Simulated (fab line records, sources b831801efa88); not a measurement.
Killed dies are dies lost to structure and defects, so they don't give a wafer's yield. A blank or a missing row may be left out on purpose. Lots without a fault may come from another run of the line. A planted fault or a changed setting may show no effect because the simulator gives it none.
fab line records | flow sky130
record lots=11 wafers=33 last_day=50
route steps=708 shown METAL4@633 VIA4@656 PAD_OPEN@701
lots that met no fault: from a run of the same line without faults
start_h: hours from the record's first day to the start of the lot's first wafer shown | wait_h: hours since the lot's step before | " the same as in the row above | L1.1+2: a row that stands for several wafers | - no value, or no start given | * or withheld: withheld | < > ~ a bound
route shown NAME@n: a module of which the file shows steps, and the number in the route of the first | usual: mean/standard deviation of fault-free wafers | same: alike in all rows | chamber/n: place in a boat | sites: the reading at each site | _std_site: their standard deviation | _edge_site: outer sites' mean less inner sites' | radius_mm: how far each site lies from the wafer's centre | mask NAME#n: copy n | behind: the tool/chamber that last shaped the wafer | hold: why the lot was held/for how many hours/how that ended | device: the transistor (n, p or np) that didn't switch | end of line: the same wafers' tests at the end of the route | a step without rows: its recipe alone | killed: dies lost to structure and defects at the first sort, not the wafer's yield | map: a wafer's dies, x killed, . not, _ none there
set.NAME: the setting as run; set.NAME@STEP: as run at that earlier step | model.NAME: the simulator's own value behind a step, which no gauge read
steps of the route over a sample of lots; a table a step, a row a wafer
services: from which hour (start_h, from the record's first day; less than 0 if before it) a tool's chamber was out of use, for how many hours, and why
## steps
# step SKY_METAL4_ETCH_17
# recipe target=SiO2 stop_on=TiN chemistry=C4F8/O2/Ar source_w=1500 bias_w=1200 pressure_mtorr=40 c4f8_flow_sccm=withheld O2_flow_sccm=6 Ar_flow_sccm=300 time_s=3.9 target_depth_a=150
# usual bias_w=1199/3.5 chamber_pressure_mTorr=40.00/0.037 oes_product_au=0.754/0.0068 rf_fwd_power_W=1469/7.5
# columns lot.wafer tool chamber start_h wait_h bias_w chamber_pressure_mTorr oes_product_au rf_fwd_power_W rf_hours_counter_h
L554.1 rie_diel-02 1 978.34 0.1 1199 39.99 0.757 1471 18
L554.4 " 3 " " 1196 40.03 0.758 1462 15
L554.5 " 0 " " 1195 40.03 0.761 1467 -
L557.2 rie_diel-01 3 1007.54 0.1 1202 39.98 0.755 1474 8
L557.5 " 0 " " 1199 40.00 0.752 1473 -
L557.6 " 3 " " 1205 40.06 0.745 1482 -
L560.1 rie_diel-03 2 1033.10 0.1 1196 40.05 0.757 1473 14
L560.2 " 1 " " 1196 39.99 0.750 1456 19
L560.5 " 2 " " 1199 40.02 0.754 1480 -
L561.3 rie_diel-03 3 1035.35 0.0 1199 40.05 0.751 1474 21
L561.4 " 0 " " 1200 40.01 0.753 1474 19
L561.5 " 1 " " 1200 39.98 0.761 1467 -
L567.2 rie_diel-03 2 1067.75 0.1 1199 39.99 0.749 1469 15
L567.3 " 3 " " 1198 40.04 0.762 1489 22
L567.5 " 2 " " 1202 40.01 0.750 1471 -
L570.1 rie_diel-02 0 1085.10 0.1 1196 39.96 0.754 1462 14
L570.2 " 1 " " 1203 39.94 0.742 1461 21
L570.4 " 3 " " 1202 40.02 0.756 1461 18
L571.1 rie_diel-01 0 1092.90 0.1 1205 40.06 0.741 1473 13
L571.4 " 0 " " 1200 40.03 0.750 1478 -
L571.6 " 2 " " 1198 39.99 0.752 1467 -
L573.1 rie_diel-03 3 1105.15 0.1 1200 40.01 0.763 1474 23
L573.2 " 0 " " 1202 39.98 0.749 1469 22
L573.3 " 2 " " 1197 40.02 0.761 1476 16
L574.1 rie_diel-01 1 1110.29 0.1 1196 40.04 0.745 1460 13
L574.4 " 1 " " 1198 40.00 0.757 1455 -
L574.5 " 1 " " 1195 39.94 0.752 1459 -
L575.2 rie_diel-01 2 1116.47 0.1 1199 39.99 0.754 1462 24
L575.3 " 1 " " 1190 40.03 0.759 1468 13
L575.4 " 2 " " 1205 40.02 0.755 1460 -
L576.1 rie_diel-01 2 1118.40 0.1 1203 40.03 0.743 1464 24
L576.3 " 1 " " 1200 39.94 0.759 1459 13
L576.4 " 2 " " 1195 40.03 0.759 1469 -
# step SKY_VIA4_SPUTTER_17
# recipe material=TiN target_thk_nm=20 chamber_pressure_pa=5 power_w=4000 time_s=80
# usual chamber_pressure_pa=5.001/0.0092 throttle_valve_pct=29.8/1
# columns lot.wafer tool chamber start_h wait_h chamber_pressure_pa throttle_valve_pct
L554.1 pvd_sputter-03 - 1004.19 0.0 4.977 28.8
L554.4 " - " " 4.994 29.3
L554.5 " - " " 4.992 29.0
L557.2 pvd_sputter-01 - 1032.77 0.0 5.023 28.6
L557.5 " - " " 4.997 32.2
L557.6 " - " " 5.000 28.6
L560.1 pvd_sputter-02 - 1057.22 0.0 5.008 30.7
L560.2 " - " " 4.997 30.0
L560.5 " - " " 4.978 29.7
L561.3 pvd_sputter-01 - 1058.97 0.0 4.993 29.8
L561.4 " - " " 5.001 28.6
L561.5 " - " " 4.994 28.4
L567.2 pvd_sputter-02 - 1090.39 0.0 5.000 30.3
L567.3 " - " " 4.998 29.7
L567.5 " - " " 5.017 30.9
L570.1 pvd_sputter-02 - 1107.42 0.0 4.995 28.9
L570.2 " - " " 4.998 30.6
L570.4 " - " " 5.003 30.3
L571.1 pvd_sputter-03 - 1114.14 0.0 4.991 28.9
L571.4 " - " " 5.009 29.2
L571.6 " - " " 4.999 29.5
L573.1 pvd_sputter-03 - 1127.34 0.0 4.996 29.8
L573.2 " - " " 5.009 29.3
L573.3 " - " " 4.990 28.6
L574.1 pvd_sputter-01 - 1131.75 0.0 4.996 29.4
L574.4 " - " " 4.996 32.3
L574.5 " - " " 5.005 29.5
L575.2 pvd_sputter-03 - 1137.60 0.0 4.987 29.6
L575.3 " - " " 4.998 28.9
L575.4 " - " " 5.008 29.0
L576.1 pvd_sputter-01 - 1139.76 0.0 4.996 29.1
L576.3 " - " " 5.009 32.4
L576.4 " - " " 4.995 29.5
# step SKY_VIA4_CMP_21
# recipe stop_on=SiO2 t_overpolish_s=25 down_force_psi=3.5 platen_rpm=60 target_thk_nm=0 pad_velocity_m_s=0.94248
# usual motor_current_A=10.5/0.92 overpolish_run_s=25.000/0.0085 retaining_ring_pressure_frac=0.999/0.0048 time_to_endpoint_s=122/3.6
# columns lot.wafer tool chamber start_h wait_h motor_current_A overpolish_run_s retaining_ring_pressure_frac time_to_endpoint_s
L554.1 cmp-02 3 1004.58 0.1 10.9 25.004 0.998 125
L554.4 " 1 " " 10.1 24.992 0.995 126
L554.5 " 3 " " 11.4 25.004 0.999 126
L557.2 cmp-02 3 1033.16 0.0 11.4 24.997 1.002 120
L557.6 " 3 " " 11.0 25.007 1.000 122
L557.5 " 0 " " 10.8 24.994 0.998 121
L560.2 cmp-02 0 1057.61 0.0 10.4 24.998 1.011 121
L560.1 " 2 " " 8.6 24.986 1.011 128
L560.5 " 1 " " 10.6 25.005 0.998 125
L561.3 cmp-01 0 1059.47 0.1 11.7 24.986 1.008 119
L561.4 " 1 " " 9.1 25.000 0.996 126
L561.5 " 3 " " 11.3 24.990 1.005 126
L567.2 cmp-02 1 1090.78 0.0 10.5 25.009 0.995 123
L567.3 " 3 " " 10.9 24.995 1.000 115
L567.5 " 2 " " 9.2 24.994 0.996 115
L570.2 cmp-01 3 1107.81 0.0 11.2 25.002 1.000 125
L570.1 " 0 " " 11.6 24.993 0.994 125
L570.4 " 1 " " 9.2 25.006 0.993 125
L571.4 cmp-01 0 1114.58 0.1 11.3 24.983 1.003 119
L571.1 " 1 " " 9.1 25.026 1.010 126
L571.6 " 3 " " 11.6 24.999 0.996 125
L573.2 cmp-01 1 1127.73 0.0 9.6 24.984 1.004 121
L573.1 " 2 " " 10.0 25.000 0.996 119
L573.3 " 0 " " 11.6 25.008 0.996 124
L574.4 cmp-01 0 1132.19 0.1 11.5 25.000 0.996 121
L574.1 " 2 " " 10.4 24.990 1.002 118
L574.5 " 0 " " 11.7 24.996 1.002 117
L575.3 cmp-01 1 1137.99 0.0 9.1 24.997 1.002 122
L575.2 " 2 " " 10.2 25.018 0.995 121
L575.4 " 0 " " 11.8 25.004 0.999 123
L576.4 cmp-01 3 1140.20 0.1 11.0 25.006 1.001 127
L576.3 " 0 " " 12.0 24.991 1.004 123
L576.1 " 1 " " 9.5 25.007 0.992 129
# step SKY_PAD_OPEN_ETCH_07
# recipe chemistry=CF4/O2 target_depth_nm=725 stop_on=AlCu source_w=800 bias_w=150 pressure_mtorr=150 cf4_flow_sccm=80 O2_flow_sccm=10 time_s=161.1
# usual O2_flow_sccm=10.00/0.032 bias_w=150.0/0.43 drypump_motor_current_A=5.6/0.39 oes_product_au=0.977/0.0069 rf_fwd_power_W=796.7/2.7 throttle_valve_pct=5.965/0.009
# columns lot.wafer tool chamber start_h wait_h O2_flow_sccm bias_w drypump_motor_current_A oes_product_au rf_fwd_power_W rf_hours_counter_h throttle_valve_pct
L554.1 rie_diel-02 1 1073.61 - 10.01 149.5 6.0 0.976 796.4 21 5.979
L554.4 " 0 " " 10.02 149.5 5.5 0.976 799.1 14 5.966
L554.5 " 0 " " 9.96 149.6 5.5 0.988 797.0 - 5.964
L557.2 rie_diel-03 2 1097.91 - 10.02 149.2 5.6 0.967 798.9 16 5.954
L557.5 " 3 " " 10.00 150.1 5.3 0.971 799.4 - 5.970
L557.6 " 2 " " 9.97 149.2 5.6 0.975 797.9 - 5.961
L560.1 rie_diel-02 2 1120.65 - 9.99 150.4 6.2 0.992 798.7 9 5.976
L560.2 " 1 " " 10.05 150.0 6.0 0.979 803.1 22 5.979
L560.5 " 2 " " 10.00 150.2 6.2 0.985 797.7 - 5.952
L561.3 rie_diel-03 2 1121.71 - 10.04 150.5 5.6 0.976 799.8 17 5.955
L561.4 " 1 " " 10.02 149.5 5.6 0.973 796.5 22 5.967
L561.5 " 2 " " 9.99 150.3 5.6 0.991 794.6 - 5.971
L567.2 rie_diel-03 2 1150.11 - 9.96 150.2 5.6 0.973 799.7 18 5.959
L567.3 " 0 " " 10.02 149.8 6.0 0.978 793.1 24 5.959
L567.5 " 0 " " 10.08 150.6 5.9 0.976 798.7 - 5.950
L570.1 rie_diel-03 0 1164.65 - - - - - - - -
L570.2 " 2 " " - - - - - - -
L570.4 " 2 " " - - - - - - -
L571.1 rie_diel-03 2 1171.10 - - - - - - - -
L571.4 " 0 " " - - - - - - -
L571.6 " 2 " " - - - - - - -
L573.1 rie_diel-04 3 1181.05 - 10.01 149.5 6.2 0.974 792.5 26 5.949
L573.2 " 1 " " 10.06 150.0 4.8 0.977 797.3 25 5.969
L573.3 " 2 " " 9.96 149.8 5.4 0.972 795.4 20 5.961
L574.1 rie_diel-03 3 1184.97 - 10.02 149.9 5.4 0.977 797.8 26 5.956
L574.4 " 1 " " 10.04 150.0 5.6 0.984 796.4 24 5.947
L574.5 " 2 " " 10.02 150.2 5.6 0.968 800.8 - 5.967
L575.2 rie_diel-03 1 1190.45 - 10.02 150.0 5.6 0.976 796.9 25 5.959
L575.3 " 0 " " 10.00 150.4 5.9 0.976 796.3 25 5.960
L575.4 " 3 " " 9.97 149.5 5.4 0.978 797.3 26 5.958
L576.1 rie_diel-04 0 1192.26 - 10.06 150.2 5.1 0.965 796.3 30 5.956
L576.3 " 2 " " 10.04 149.7 5.4 0.977 800.6 20 5.957
L576.4 " 1 " " 9.98 149.4 4.8 0.968 797.4 26 5.956
# step SKY_PAD_OPEN_PROBE_99
# usual defect_limited_yield=82.6/1.9 killed_at_M0_to_M3=43/6.9 killed_at_M4_up=3.2/2 killed_at_contacts=25/5.1 killed_at_front_end=15/4.5 killed_at_other=0.2/0.51 killed_dies=85/9.5 killed_on_rim=16/3.7 killed_open=48/6.9 killed_short=38/6.7 sort_bin_3_pad_short=0.8/0.4 sort_bin_5_function=10.2/1.6 sort_bin_6_memory=6.4/1.1 sort_n_pass=407/9.5 sort_yield_pct=82.6/1.9
# same gross_dies=492 killed_at_back_side=0 sort_bin_4_leakage[%]=0 sort_bin_8_speed[%]=0
# columns lot.wafer tool chamber start_h wait_h hold defect_limited_yield[%] killed_at_M0_to_M3 killed_at_M4_up killed_at_contacts killed_at_front_end killed_at_other killed_dies killed_on_rim killed_open killed_short sort_bin_3_pad_short[%] sort_bin_5_function[%] sort_bin_6_memory[%] sort_n_pass sort_yield_pct[%]
L554.1 prober-01 - 1075.93 0.1 - 81.1 51 4 25 13 0 93 19 57 36 0.6 11.4 6.9 399 81.1
L554.4 prober-01 - 1076.08 0.2 - 81.7 44 5 26 15 0 90 17 47 43 1.4 11.0 5.9 402 81.7
L554.5 prober-01 - 1076.13 0.2 - 80.7 58 3 20 14 0 95 16 57 38 0.8 12.4 6.1 397 80.7
L557.2 prober-02 - 1100.33 0.1 - 81.3 41 4 36 11 0 92 17 49 43 1.0 12.0 5.7 400 81.3
L557.5 prober-02 - 1100.48 0.2 - 83.3 44 4 24 10 0 82 15 50 32 0.6 9.8 6.3 410 83.3
L557.6 prober-02 - 1100.53 0.2 - 83.1 43 2 25 13 0 83 19 49 34 0.2 9.8 6.9 409 83.1
L560.1 prober-01 - 1123.01 0.1 - 82.7 46 1 23 15 0 85 17 49 36 1.2 7.7 8.3 407 82.7
L560.2 prober-01 - 1123.06 0.1 - 82.5 40 3 28 15 0 86 22 44 42 1.2 10.4 5.9 406 82.5
L560.5 prober-01 - 1123.21 0.2 - 87.8 27 4 17 12 0 60 17 34 26 1.0 6.7 4.5 432 87.8
L561.3 prober-02 - 1124.15 0.2 - 85.2 39 1 15 18 0 73 13 43 30 0.4 8.7 5.7 419 85.2
L561.4 prober-02 - 1124.20 0.2 - 82.7 44 3 24 14 0 85 16 46 39 1.6 9.8 5.9 407 82.7
L561.5 prober-02 - 1124.25 0.2 - 80.9 51 3 25 15 0 94 21 58 36 0.2 12.2 6.7 398 80.9
L567.2 prober-02 - 1152.52 0.1 - 86.4 39 1 16 10 1 67 15 31 36 1.0 7.1 5.5 425 86.4
L567.3 prober-02 - 1152.57 0.2 - 82.1 43 2 29 14 0 88 21 56 32 1.0 11.8 5.1 404 82.1
L567.5 prober-02 - 1152.67 0.2 - 85.0 47 6 14 7 0 74 14 41 33 0.4 8.5 6.1 418 85.0
L570.1 prober-01 - 1166.97 0.1 await_dispo/1.3h/scrap 0 44 5 25 15 403 492 96 41 48 0.2 93.5 6.3 0 0
L570.2 prober-01 - 1167.02 0.1 await_dispo/1.3h/scrap 0 39 2 28 19 404 492 96 54 36 0.4 92.1 7.5 0 0
L570.4 prober-01 - 1167.12 0.2 await_dispo/1.3h/scrap 0 48 4 20 11 409 492 96 52 31 0.2 93.5 6.3 0 0
L571.1 prober-02 - 1173.42 0.1 await_dispo/3.9h/scrap 0 40 2 24 15 411 492 96 42 39 0.6 92.9 6.5 0 0
L571.4 prober-02 - 1173.57 0.2 await_dispo/3.9h/scrap 0 43 3 22 9 415 492 96 38 39 1.2 92.1 6.7 0 0
L571.6 prober-02 - 1173.67 0.2 await_dispo/3.9h/scrap 0 37 1 22 15 417 492 96 38 37 0.6 93.9 5.5 0 0
L573.1 prober-02 - 1183.37 0.1 - 82.1 44 2 28 14 0 88 13 41 47 1.0 11.2 5.7 404 82.1
L573.2 prober-02 - 1183.42 0.1 - 82.7 37 7 26 14 1 85 15 46 39 0.2 11.2 5.9 407 82.7
L573.3 prober-02 - 1183.47 0.2 - 81.1 42 4 28 19 0 93 16 59 34 0.8 10.6 7.5 399 81.1
L574.1 prober-01 - 1187.28 0.1 - 83.5 28 4 35 13 1 81 17 40 41 0.6 9.8 6.1 411 83.5
L574.4 prober-01 - 1187.43 0.2 - 80.7 44 1 30 20 0 95 17 59 36 0.6 10.0 8.7 397 80.7
L574.5 prober-01 - 1187.48 0.2 - 86.4 32 2 17 16 0 67 15 39 28 0.8 8.3 4.5 425 86.4
L575.2 prober-02 - 1192.85 0.1 - 78.5 55 7 27 16 1 106 13 54 52 0.6 12.6 8.3 386 78.5
L575.3 prober-02 - 1192.90 0.2 - 82.3 36 2 31 18 0 87 17 43 44 0.6 10.8 6.3 405 82.3
L575.4 prober-02 - 1192.95 0.2 - 82.1 46 1 30 11 0 88 21 54 34 1.2 12.0 4.7 404 82.1
L576.1 prober-01 - 1194.58 0.1 - 85.8 24 2 29 15 0 70 13 39 31 0.4 7.5 6.3 422 85.8
L576.3 prober-01 - 1194.68 0.2 - 82.5 39 2 33 12 0 86 14 49 37 0.6 10.0 6.9 406 82.5
L576.4 prober-01 - 1194.73 0.2 - 85.2 36 3 18 16 0 73 18 44 29 1.0 10.0 3.9 419 85.2
# killed by level:class
L554.1 VIA1:geometric_particle:open=12 CONTACT:geometric_particle:open=12 VIA2:geometric_particle:open=9 VIA1:geometric_particle:short=8 METAL2:geometric_particle:short=6 LI_CONTACT:geometric_particle:open=6 METAL1:geometric_particle:short=6 POLY_GATE:geometric_particle:open=4
L554.4 VIA1:geometric_particle:open=10 VIA3:geometric_particle:open=9 CONTACT:geometric_particle:open=7 CONTACT:geometric_particle:short=6 VIA3:geometric_particle:short=6 VIA1:geometric_particle:short=5 VIA2:geometric_particle:open=5 POLY_GATE:geometric_particle:open=4
L554.5 VIA1:geometric_particle:open=14 VIA3:geometric_particle:open=13 VIA2:geometric_particle:open=9 CONTACT:geometric_particle:open=7 POLY_GATE:geometric_particle:short=6 LI_CONTACT:geometric_particle:open=5 METAL1:geometric_particle:short=5 CONTACT:geometric_particle:short=4
L557.2 CONTACT:geometric_particle:open=11 CONTACT:geometric_particle:short=9 VIA3:geometric_particle:open=8 VIA2:geometric_particle:open=7 LI_CONTACT:geometric_particle:open=6 METAL1:geometric_particle:short=6 FIELD_ISO:geometric_particle:open=4 LI_CONTACT:geometric_particle:short=4
L557.5 VIA1:geometric_particle:open=13 VIA3:geometric_particle:open=9 CONTACT:geometric_particle:open=8 LI_CONTACT:geometric_particle:open=6 LOCAL_INTERCONNECT:geometric_particle:short=5 METAL2:geometric_particle:short=4 VIA1:geometric_particle:short=4 VIA2:geometric_particle:open=4
L557.6 VIA1:geometric_particle:open=8 VIA3:geometric_particle:open=8 CONTACT:geometric_particle:open=7 LI_CONTACT:geometric_particle:open=6 CONTACT:geometric_particle:short=6 METAL2:geometric_particle:open=5 FIELD_ISO:geometric_particle:short=4 METAL1:geometric_particle:short=4
L560.1 VIA1:geometric_particle:open=19 CONTACT:geometric_particle:open=7 LI_CONTACT:geometric_particle:short=6 LI_CONTACT:geometric_particle:open=6 FIELD_ISO:geometric_particle:short=5 VIA3:geometric_particle:open=5 METAL1:geometric_particle:short=3 VIA1:geometric_particle:short=3
L560.2 CONTACT:geometric_particle:open=10 VIA1:geometric_particle:open=10 FIELD_ISO:geometric_particle:short=6 LI_CONTACT:geometric_particle:open=6 METAL2:geometric_particle:short=6 CONTACT:geometric_particle:short=5 VIA3:geometric_particle:open=5 FIELD_ISO:geometric_particle:open=4
L560.5 CONTACT:geometric_particle:open=6 VIA1:geometric_particle:open=6 LI_CONTACT:geometric_particle:open=5 VIA2:geometric_particle:open=4 METAL1:geometric_particle:short=3 LI_CONTACT:geometric_particle:short=3 METAL4:geometric_particle:short=3 VIA1:geometric_particle:short=3
L561.3 VIA1:geometric_particle:open=11 FIELD_ISO:geometric_particle:open=9 METAL1:geometric_particle:short=7 CONTACT:geometric_particle:open=6 VIA3:geometric_particle:open=5 FIELD_ISO:geometric_particle:short=4 CONTACT:geometric_particle:short=4 VIA1:geometric_particle:short=4
L561.4 VIA1:geometric_particle:open=13 VIA2:geometric_particle:open=8 CONTACT:geometric_particle:open=7 POLY_GATE:geometric_particle:open=5 LI_CONTACT:geometric_particle:open=5 METAL2:geometric_particle:short=5 LOCAL_INTERCONNECT:geometric_particle:short=5 CONTACT:geometric_particle:short=4
L561.5 VIA1:geometric_particle:open=12 VIA3:geometric_particle:open=10 LI_CONTACT:geometric_particle:open=8 VIA2:geometric_particle:open=7 CONTACT:geometric_particle:open=6 CONTACT:geometric_particle:short=5 METAL2:geometric_particle:short=5 METAL1:geometric_particle:short=5
L567.2 METAL2:geometric_particle:short=9 CONTACT:geometric_particle:open=6 LOCAL_INTERCONNECT:geometric_particle:short=5 VIA1:geometric_particle:short=5 POLY_GATE:geometric_particle:open=4 VIA2:geometric_particle:open=4 LI_CONTACT:geometric_particle:open=4 METAL1:geometric_particle:short=4
L567.3 VIA1:geometric_particle:open=15 CONTACT:geometric_particle:open=12 VIA3:geometric_particle:open=8 LI_CONTACT:geometric_particle:open=8 METAL2:geometric_particle:short=6 FIELD_ISO:geometric_particle:open=4 FIELD_ISO:geometric_particle:short=3 LI_CONTACT:geometric_particle:short=3
L567.5 VIA1:geometric_particle:open=11 VIA1:geometric_particle:short=7 VIA3:geometric_particle:open=6 CONTACT:geometric_particle:open=5 METAL2:geometric_particle:short=5 VIA2:geometric_particle:open=5 FIELD_ISO:geometric_particle:open=4 LI_CONTACT:geometric_particle:open=4
L570.1 PAD_OPEN:area_etch=403 VIA1:geometric_particle:open=11 VIA1:geometric_particle:short=10 CONTACT:geometric_particle:short=7 CONTACT:geometric_particle:open=7 METAL2:geometric_particle:short=6 LI_CONTACT:geometric_particle:short=4 LI_CONTACT:geometric_particle:open=4
L570.2 PAD_OPEN:area_etch=402 CONTACT:geometric_particle:open=14 VIA1:geometric_particle:open=12 METAL1:geometric_particle:short=8 VIA2:geometric_particle:open=7 FIELD_ISO:geometric_particle:short=6 LI_CONTACT:geometric_particle:open=6 POLY_GATE:geometric_particle:short=4
L570.4 PAD_OPEN:area_etch=409 VIA1:geometric_particle:open=19 CONTACT:geometric_particle:open=9 VIA2:geometric_particle:open=5 VIA3:geometric_particle:open=4 POLY_GATE:geometric_particle:open=4 LI_CONTACT:geometric_particle:open=4 LOCAL_INTERCONNECT:geometric_particle:short=4
L571.1 PAD_OPEN:area_etch=411 VIA1:geometric_particle:open=12 CONTACT:geometric_particle:open=7 LI_CONTACT:geometric_particle:open=6 FIELD_ISO:geometric_particle:open=5 LOCAL_INTERCONNECT:geometric_particle:short=5 VIA1:geometric_particle:short=5 VIA3:geometric_particle:short=5
L571.4 PAD_OPEN:area_etch=415 VIA1:geometric_particle:open=11 VIA3:geometric_particle:open=7 VIA2:geometric_particle:short=6 METAL1:geometric_particle:short=6 LI_CONTACT:geometric_particle:open=5 LOCAL_INTERCONNECT:geometric_particle:short=5 CONTACT:geometric_particle:short=5
L571.6 PAD_OPEN:area_etch=417 VIA2:geometric_particle:open=9 LI_CONTACT:geometric_particle:open=7 CONTACT:geometric_particle:open=6 METAL2:geometric_particle:short=6 VIA1:geometric_particle:short=6 VIA1:geometric_particle:open=5 FIELD_ISO:geometric_particle:short=4
L573.1 VIA1:geometric_particle:open=8 CONTACT:geometric_particle:short=8 VIA1:geometric_particle:short=8 CONTACT:geometric_particle:open=7 LI_CONTACT:geometric_particle:open=6 VIA3:geometric_particle:open=6 LOCAL_INTERCONNECT:geometric_particle:short=6 METAL1:geometric_particle:short=6
L573.2 CONTACT:geometric_particle:open=10 VIA1:geometric_particle:open=9 FIELD_ISO:geometric_particle:open=6 LOCAL_INTERCONNECT:geometric_particle:short=6 METAL4:geometric_particle:short=6 VIA1:geometric_particle:short=5 VIA3:geometric_particle:open=5 LI_CONTACT:geometric_particle:open=4
L573.3 CONTACT:geometric_particle:open=16 VIA1:geometric_particle:open=9 VIA3:geometric_particle:open=6 VIA2:geometric_particle:open=6 FIELD_ISO:geometric_particle:open=5 LI_CONTACT:geometric_particle:open=5 CONTACT:geometric_particle:short=5 METAL3:geometric_particle:short=5
L574.1 CONTACT:geometric_particle:short=11 LI_CONTACT:geometric_particle:open=9 CONTACT:geometric_particle:open=9 VIA1:geometric_particle:open=8 VIA3:geometric_particle:open=5 SPACER:geometric_particle:short=4 VIA1:geometric_particle:short=4 LI_CONTACT:geometric_particle:short=3
L574.4 FIELD_ISO:geometric_particle:open=9 LI_CONTACT:geometric_particle:open=9 CONTACT:geometric_particle:open=9 VIA3:geometric_particle:open=8 VIA1:geometric_particle:open=8 VIA2:geometric_particle:open=7 LI_CONTACT:geometric_particle:short=6 CONTACT:geometric_particle:short=5
L574.5 VIA1:geometric_particle:open=8 CONTACT:geometric_particle:open=6 VIA2:geometric_particle:open=5 METAL2:geometric_particle:short=5 VIA3:geometric_particle:open=5 LI_CONTACT:geometric_particle:open=4 FIELD_ISO:geometric_particle:open=4 POLY_GATE:geometric_particle:open=3
L575.2 VIA1:geometric_particle:open=14 VIA1:geometric_particle:short=8 VIA3:geometric_particle:open=8 LI_CONTACT:geometric_particle:open=7 CONTACT:geometric_particle:open=6 CONTACT:geometric_particle:short=6 METAL4:geometric_particle:short=6 FIELD_ISO:geometric_particle:short=5
L575.3 VIA1:geometric_particle:open=9 LI_CONTACT:geometric_particle:open=8 FIELD_ISO:geometric_particle:short=7 VIA3:geometric_particle:open=6 LOCAL_INTERCONNECT:geometric_particle:short=6 CONTACT:geometric_particle:open=6 POLY_GATE:geometric_particle:short=5 LI_CONTACT:geometric_particle:short=5
L575.4 VIA3:geometric_particle:open=13 CONTACT:geometric_particle:open=10 LI_CONTACT:geometric_particle:open=8 VIA1:geometric_particle:open=8 VIA2:geometric_particle:open=5 VIA1:geometric_particle:short=5 LI_CONTACT:geometric_particle:short=4 LOCAL_INTERCONNECT:geometric_particle:short=4
L576.1 CONTACT:geometric_particle:open=13 VIA1:geometric_particle:open=7 LI_CONTACT:geometric_particle:open=5 POLY_GATE:geometric_particle:open=4 LI_CONTACT:geometric_particle:short=4 LOCAL_INTERCONNECT:geometric_particle:short=4 POLY_GATE:geometric_particle:short=3 METAL1:geometric_particle:short=3
L576.3 VIA1:geometric_particle:open=11 CONTACT:geometric_particle:open=10 LI_CONTACT:geometric_particle:open=8 CONTACT:geometric_particle:short=7 VIA3:geometric_particle:open=6 POLY_GATE:geometric_particle:open=5 LOCAL_INTERCONNECT:geometric_particle:short=5 VIA1:geometric_particle:short=5
L576.4 CONTACT:geometric_particle:open=11 VIA3:geometric_particle:open=9 METAL1:geometric_particle:short=7 FIELD_ISO:geometric_particle:short=5 VIA1:geometric_particle:open=5 METAL2:geometric_particle:short=4 VIA2:geometric_particle:open=4 METAL3:geometric_particle:short=4
## services
# columns tool chamber start_h hours kind
rie_diel-03 1 960.12 7.7 repair
rie_diel-02 - 962.77 14.6 pm
cmp-02 - 966.06 0.7 repair
cmp-02 - 992.66 11.0 pm
cmp-02 - 1013.85 0.6 repair
cmp-01 - 1016.67 0.7 repair
cmp-01 - 1035.62 0.4 repair
rie_diel-01 3 1049.34 63.2 repair
cmp-01 - 1055.95 1.0 repair
cmp-01 - 1060.53 0.9 repair
rie_diel-02 1 1065.03 5.0 repair
pvd_sputter-03 - 1083.21 2.2 repair
cmp-02 - 1084.28 4.0 pm
rie_diel-01 0 1088.61 4.1 repair
rie_diel-01 0 1095.08 9.8 repair
cmp-01 - 1105.02 0.9 repair
rie_diel-01 0 1105.56 34.9 repair
rie_diel-03 1 1144.81 6.7 repair
rie_diel-01 0 1149.70 2.8 repair
rie_diel-03 3 1158.13 14.1 repair
cmp-01 - 1165.86 0.9 repair
cmp-01 - 1175.37 1.9 repair
rie_diel-01 2 1183.34 5.0 repair
rie_diel-01 2 1190.02 2.6 repair
## key
first_sign step=SKY_PAD_OPEN_ETCH_07 reading=tool_record direction=missing
effect step=SKY_PAD_OPEN_PROBE_99 reading=killed_at_other direction=up sigmas=99+ usual=0.2 struck=409.8
more_kills_born_at SKY_PAD_OPEN_ETCH_07@rie_diel-03=2457
met_at SKY_PAD_OPEN_ETCH_07
struck_lots L570,L571
later_rows_left_out L570.1,L570.2,L570.4,L571.1,L571.4,L571.6
not_acting_at SKY_METAL4_ETCH_17,SKY_VIA4_SPUTTER_17,SKY_VIA4_CMP_21
onset_between 1150.11 1164.65
fault kind=skipped_step_whole tool=rie_diel-03 chamber=- onset_h=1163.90 steps=SKY_PAD_OPEN_ETCH_07 scope=struck_lots_only
# later_rows_left_out: the simulator's readings of these wafers behind a module that went badly wrong aren't trusted and aren't shown, but for the sort
